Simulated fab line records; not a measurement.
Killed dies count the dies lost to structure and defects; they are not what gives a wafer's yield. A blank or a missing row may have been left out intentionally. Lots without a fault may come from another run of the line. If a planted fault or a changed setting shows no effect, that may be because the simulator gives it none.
One fault through the eyes of 2 desks ; flow gf180mcu ; each desk holds nothing but its own numbers, with what lay behind them at the end

== AT THE METROLOGY DESK ==
What the gauges read for every lot (on any tool): the sampled wafers with a number, averaged. The brackets show how far a lot's mean lies from the usual mean; more than 4 standard deviations puts the lot out of limits, marked OUT.
Columns: A = cd_nm at GF_M4_CD_MEAS_14, usual 280.1 nm; B = PASSIVATION_CVD_02_THK at GF_PASSIVATION_THK_MEAS_03, usual 703 nm
lot;first seen here;A;B
L530;day 23 11:11;278.8;698
L531;day 23 19:40;280.1;710
L532;day 23 22:16;278.9;698
L534;day 25 02:06;277.3;697
L536;day 25 11:23;279.4;699
L535;day 25 11:48;280.6;708
L538;day 26 08:14;277.9;702
L547;day 28 20:52;282.5;562 (-14) OUT
L548;day 29 05:22;281.2;629 (-7.4) OUT
L550;day 29 23:52;280.9;708
L552;day 30 03:25;280.4;700
Finding of this desk: L547, L548 out of limits, first seen on L547 at day 32 21:17 (PASSIVATION_CVD_02_THK at GF_PASSIVATION_THK_MEAS_03). Within limits: L530, L531, L532, L534, L536, L535, L538, L550, L552.

== AT THE TOOL OWNER'S DESK: pecvd-01 ==
The tool's own readings at GF_PASSIVATION_CVD_02 (deposits Si3N4, target thk 700 nm, time 486.18 s): means of the sampled wafers that have a number, for each lot that ran on this tool. The brackets show how far a lot's mean lies from the usual mean; more than 4 standard deviations puts the lot out of limits, marked OUT.
Columns: A = heater_power_w at GF_PASSIVATION_CVD_02, usual 637 W; B = rf_fwd_power_W at GF_PASSIVATION_CVD_02, usual 449.4 W
lot;first seen here;A;B
L534;day 29 13:11;612;450.6
L536;day 29 23:57;584;449.5
L535;day 30 01:20;552;449.5
L538;day 30 18:25;597;449.6
L547;day 32 20:59;555;449.4
L548;day 33 05:08;549;449.8
Finding of this desk: none of the 6 lots has anything out of limits.

== PUT TOGETHER ==
Metrology desk: alarm possible at day 32 21:17 on L547, L548.
Nothing out of limits was seen by the tool owner's desk.
On record at the tool owner's desk: L547, L548, within its limits.
Every lot named ran GF_PASSIVATION_CVD_02 on pecvd-01.

== WHAT THE SIMULATOR PUT IN ==
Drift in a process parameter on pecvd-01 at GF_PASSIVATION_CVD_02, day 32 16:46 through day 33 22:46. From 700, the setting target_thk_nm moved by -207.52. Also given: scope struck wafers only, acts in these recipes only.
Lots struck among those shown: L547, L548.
Time in hours between the start of the fault and the first out-of-limits reading at each desk: metrology desk, 5.
